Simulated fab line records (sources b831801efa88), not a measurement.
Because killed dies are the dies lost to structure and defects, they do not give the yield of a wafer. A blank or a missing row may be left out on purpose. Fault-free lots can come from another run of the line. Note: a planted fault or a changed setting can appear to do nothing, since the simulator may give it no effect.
A lot that was struck, set against a sound lot	flow gf180mcu	15 steps out of a route of 602
Sound: these wafers, L826.1, L826.2, L826.4. Wafers L837.1, L837.2, L837.5 were the ones struck. The cause is given at the end.
Per side, at each step with rows, come the tool, then ch with its chambers, and then its first start. Under that, the readings that differ: sound wafers	struck wafers	difference of the means	sigmas: that difference in standard deviations of wafers without a fault.
alike: a reading whose means differ by less than 2 such deviations, as well as words and numbers matching on both sides. not compared: withheld readings; readings where some wafer has no value; bounds like >300 that might hide an equal value; numbers whose values overlap and for which the record gives no deviation.
The two part at a step that has a row with sigmas, a row that says differs or no value, or rows on one side only. Numbers that have no deviation but don't overlap get no sigmas and don't part them. Lack of a reading on every wafer of one side parts them only where that side has two or more wafers.

GF_V5_CMP_26: polishes, stops on SiO2, t overpolish 15 s, target thk 0 nm.
  sound on cmp-02 ch 0,2,3, day 30 17:26; struck on cmp-01 ch 0,2, day 33 13:43
  alike: motorCurrentA, overpolishRunS, timeToEndpointS
GF_TOP_METAL_SPUTTER_00: material Ti, target thk 37.5 nm, time 143.7 s.
  struck on pvdSputter-01, day 33 13:58; sound on pvdSputter-02, day 30 17:41
  alike: chamberPressurePa, throttleValvePct
GF_TOP_METAL_SPUTTER_01: material TiN, target thk 30 nm, time 25 s.
  struck on pvdSputter-01, day 33 14:04; sound on pvdSputter-02, day 30 17:47
  alike: chamberPressurePa, throttleValvePct
GF_TOP_METAL_SPUTTER_02: material AlCu, target thk 900 nm, time 47.82 s.
  struck on pvdSputter-01, day 33 14:05; sound on pvdSputter-02, day 30 17:49
reading	sound	struck	difference	sigmas
chamberPressurePa (Pa)	0.3008 0.3017 0.3008	0.2999 0.2984 0.3004	-0.0015	-2
  alike: throttleValvePct
then, 1 step without rows for these wafers: GF_TOP_METAL_SPUTTER_03 (material Ti, target thk 5 nm, time 3.3 s).
GF_TOP_METAL_SPUTTER_04: material TiN, target thk 25 nm, time 20.8 s.
  struck on pvdSputter-01, day 33 14:10; sound on pvdSputter-02, day 30 17:53
  alike: chamberPressurePa, throttleValvePct
GF_TOP_METAL_RS_MEAS_05: a four-point-probe measurement.
  struck on filmMetro-04, day 33 14:11; sound on filmMetro-01, day 30 17:54
  alike: TOP_METAL_ALCU_RS
GF_TOP_METAL_THK_MEAS_06: measures by xrf.
  struck on filmMetro-04, day 33 14:18; sound on filmMetro-01, day 30 18:01
  alike: TOP_METAL_ALCU_THK
then, 4 steps without rows for these wafers: GF_TOP_METAL_DEHYDRATE_07 (time 60 s); GF_TOP_METAL_HMDS_08 (prime time 60 s); GF_TOP_METAL_COAT_09 (resist thk 1500 nm); GF_TOP_METAL_SOFTBAKE_10 (time 60 s).
GF_TOP_METAL_EXPOSE_11: exposes mask MetalTop, target cd 440 nm.
  sound on ilineStepper-02 ch 0, day 31 02:57; struck on ilineStepper-02 ch 0, day 33 22:02
reading	sound	struck	difference	sigmas
model.TOP_METAL.overlayXNm (nm)	-1.086 -1.086 -1.086	2.455 2.455 2.455	+3.541	
  alike: mask
then, 2 steps without rows for these wafers: GF_TOP_METAL_PEB_12; GF_PASSIVATION_PROBE_99.

## WHERE THEY PART
Only at GF_TOP_METAL_SPUTTER_02, within this record. Later steps at which nothing parts them and some readings are alike: GF_TOP_METAL_SPUTTER_04, GF_TOP_METAL_RS_MEAS_05, GF_TOP_METAL_THK_MEAS_06, GF_TOP_METAL_EXPOSE_11.

WHY: what had been put in by the simulator
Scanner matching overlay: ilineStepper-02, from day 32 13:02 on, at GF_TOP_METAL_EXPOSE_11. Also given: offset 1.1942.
